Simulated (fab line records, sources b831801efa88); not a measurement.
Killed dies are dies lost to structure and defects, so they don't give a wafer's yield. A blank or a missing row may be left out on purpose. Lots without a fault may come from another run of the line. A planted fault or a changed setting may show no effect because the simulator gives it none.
Chamber matching | flow sky130 | SKY_FIELD_ISO_ETCH_17 on rie_si-01: 4 sister chambers
The step etches Si in HBr/Cl2/O2, target depth 342 nm, time 97.7 s. 4 wafers are shown with their chamber, then 10 later ones without.

WAFERS WITH THEIR CHAMBER
wafer  | chamber | oes_product_au (a.u.)
L507.1 | 3       | 0.996
L507.4 | 0       | 1.000
L509.2 | 1       | 1.003
L509.4 | 2       | 0.989

WAFERS WITHOUT THEIR CHAMBER
wafer  | oes_product_au (a.u.)
L509.5 | 1.008
L518.1 | 0.983
L518.2 | 0.997
L518.6 | 1.001
L520.1 | 0.993
L520.4 | 1.009
L520.6 | 0.997
L521.1 | 0.985
L521.3 | 1.005
L521.6 | 0.987

WHICH CHAMBER EACH WENT THROUGH
wafer  | from the rows above               | in truth
L509.5 | can't be placed: 1 or 0 or 3      | 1
L518.1 | can't be placed: 2 or 3           | 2
L518.2 | can't be placed: 3 or 0 or 1 or 2 | 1
L518.6 | can't be placed: 0 or 1 or 3      | 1
L520.1 | can't be placed: 3 or 2 or 0 or 1 | 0
L520.4 | can't be placed: 1 or 0 or 3      | 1
L520.6 | can't be placed: 3 or 0 or 1 or 2 | 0
L521.1 | can't be placed: 2 or 3           | 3
L521.3 | can't be placed: 1 or 0 or 3      | 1
L521.6 | can't be placed: 2 or 3           | 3
Placed correctly: 0 of 10. Can't be placed from these rows: 10 (the true chamber is among the candidates in 10). Placed wrongly: 0.
How it was worked out, from the rows above alone: a wafer's distance from a chamber is the root of the sum, over the readings, of the square of ((its reading less the chamber's mean) divided by the reading's scatter). The wafer belongs to the nearest chamber; if the next one is less than 2 further off, it can't be placed. A chamber's mean is the mean of its shown wafers. The scatter: with one shown wafer a chamber, the root of the mean of the squares of how far each hidden wafer lies from its nearest shown one.
